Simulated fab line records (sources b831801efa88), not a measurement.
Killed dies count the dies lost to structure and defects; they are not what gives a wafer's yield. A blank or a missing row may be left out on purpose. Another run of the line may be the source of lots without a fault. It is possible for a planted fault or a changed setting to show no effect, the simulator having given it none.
A single fault, viewed from 2 desks :: flow sky130 :: what lay behind the numbers comes last; until then each desk has only its own

## TOOL OWNER'S DESK, plasma-asher-03
The tool's own readings at SKY_RES_XHIGH_STRIP_08 (strips in O2/N2): means of the sampled wafers that have a number, for each lot that ran on this tool. Marked OUT: a lot whose mean sits more than 4 standard deviations from the usual mean, which makes it out of limits; the brackets give that distance.
Columns: A = drypump-motor-current-A at SKY_RES_XHIGH_STRIP_08, usual 5.7 A; B = oes-product-au at SKY_RES_XHIGH_STRIP_08, usual 0.711 a.u.; C = strip-time-to-endpoint-s at SKY_RES_XHIGH_STRIP_08, usual 14.25 s
lot: L825
first seen here: day 28 01:55
A: 5.5
B: 0.710
C: 14.27

lot: L823
first seen here: day 28 04:26
A: 5.5
B: 0.710
C: 14.23

lot: L830
first seen here: day 28 22:46
A: 5.8
B: 0.712
C: 14.26

lot: L831
first seen here: day 29 20:49
A: 5.5
B: 0.708
C: 14.23

lot: L844
first seen here: day 33 22:49
A: 5.6
B: 0.707
C: 14.26

lot: L843
first seen here: day 33 23:55
A: 5.8
B: 0.713
C: 14.32
Finding of this desk: none of the 6 lots has anything out of limits.

## AT THE METROLOGY DESK
What the gauges read, lot by lot, whatever tool the lot ran on: means of the sampled wafers that have a number. Marked OUT: a lot whose mean sits more than 4 standard deviations from the usual mean, which makes it out of limits; the brackets give that distance.
Columns: A = VIA4_W_THK at SKY_VIA4_THK_MEAS_20, usual 507 nm; B = PAD_OPEN_BOW at SKY_PAD_OPEN_BOW_MEAS_13, usual 47 um
lot: L825
first seen here: day 44 11:05
A: 502
B: 42

lot: L823
first seen here: day 44 13:27
A: 498
B: 58

lot: L830
first seen here: day 44 15:16
A: 501
B: 50

lot: L831
first seen here: day 45 09:40
A: 506
B: 41

lot: L834
first seen here: day 46 08:45
A: 504
B: 59

lot: L836
first seen here: day 46 11:32
A: 507
B: 46

lot: L835
first seen here: day 46 13:28
A: 513
B: 51

lot: L838
first seen here: day 47 03:40
A: 516
B: 48

lot: L840
first seen here: day 47 09:16
A: 514
B: 41

lot: L845
first seen here: day 48 09:35
A: 499
B: 56

lot: L844
first seen here: day 48 10:13
A: 510
B: 49

lot: L846
first seen here: day 48 12:32
A: 505
B: 48

lot: L843
first seen here: day 48 12:37
A: 513
B: 43
Finding of this desk: none of the 13 lots has anything out of limits.

## PUT TOGETHER
The desk of the tool owner found nothing out of limits.
The metrology desk saw nothing out of limits.

## WHAT THE SIMULATOR PUT IN
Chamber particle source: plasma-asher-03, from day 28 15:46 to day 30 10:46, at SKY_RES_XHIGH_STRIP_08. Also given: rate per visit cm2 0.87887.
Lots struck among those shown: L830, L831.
